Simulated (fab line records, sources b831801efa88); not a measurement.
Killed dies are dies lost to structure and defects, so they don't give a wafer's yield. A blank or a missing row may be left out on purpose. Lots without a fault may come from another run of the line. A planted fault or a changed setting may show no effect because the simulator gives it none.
One fault seen from 2 desks | flow sfq_line | each desk has only its own numbers; what lay behind them comes last

THE METROLOGY DESK
What the gauges read, lot by lot, whatever tool the lot ran on: means of the sampled wafers that have a number. A lot is out of limits, marked OUT, if its mean lies more than 4 standard deviations from the usual mean; the brackets give that distance.
Columns: A = L0_MONX_KI_THK at SFQ_L0_THK_MEAS_902, usual 39.4 nm
lot  | first seen here | A
L884 | day 1 17:42     | 39.7
L885 | day 1 22:41     | 39.5
L886 | day 2 03:41     | 38.7
L887 | day 2 08:41     | 39.8
L894 | day 3 19:41     | 39.5
L895 | day 4 00:42     | 39.5
L897 | day 4 10:41     | 39.0
L898 | day 4 15:41     | 39.6
L900 | day 5 01:41     | 39.0
L901 | day 5 06:42     | 39.3
L902 | day 5 11:41     | 39.3
L903 | day 5 16:41     | 39.7
L904 | day 5 21:41     | 39.5
L905 | day 6 02:41     | 38.6
L906 | day 6 07:41     | 39.6
This desk's finding: nothing out of limits on any of the 15 lots.

THE TOOL OWNER'S DESK: cmp-01
The tool's own readings at SFQ_TRILAYER_I3_CMP_CMP_082 (polishes SiO2): means of the sampled wafers that have a number, for each lot that ran on this tool. A lot is out of limits, marked OUT, if its mean lies more than 4 standard deviations from the usual mean; the brackets give that distance.
Columns: A = edge_zone_pressure_frac at SFQ_TRILAYER_I3_CMP_CMP_082, usual 1.000; B = head_pressure_psi at SFQ_TRILAYER_I3_CMP_CMP_082, usual 2.999 psi; C = motor_current_A at SFQ_TRILAYER_I3_CMP_CMP_082, usual 9.6 A; D = time_to_endpoint_s at SFQ_TRILAYER_I3_CMP_CMP_082, usual 213 s
lot  | first seen here | A     | B     | C    | D
L884 | day 30 12:07    | 1.002 | 2.999 | 9.2  | 219
L894 | day 39 06:22    | 1.000 | 2.995 | 9.6  | 213
L895 | day 40 03:52    | 1.000 | 3.000 | 10.0 | 210
L897 | day 40 10:22    | 0.999 | 2.999 | 9.1  | 204
L898 | day 40 13:22    | 1.000 | 3.000 | 9.0  | 210
L900 | day 40 19:22    | 1.000 | 2.997 | 9.8  | 202
L903 | day 41 04:22    | 0.998 | 2.996 | 9.6  | 209
L904 | day 41 09:52    | 0.997 | 2.999 | 9.7  | 216
This desk's finding: nothing out of limits on any of the 8 lots.

PUT TOGETHER
The metrology desk saw nothing out of limits.
The tool owner's desk saw nothing out of limits.

WHAT THE SIMULATOR HAD PUT IN
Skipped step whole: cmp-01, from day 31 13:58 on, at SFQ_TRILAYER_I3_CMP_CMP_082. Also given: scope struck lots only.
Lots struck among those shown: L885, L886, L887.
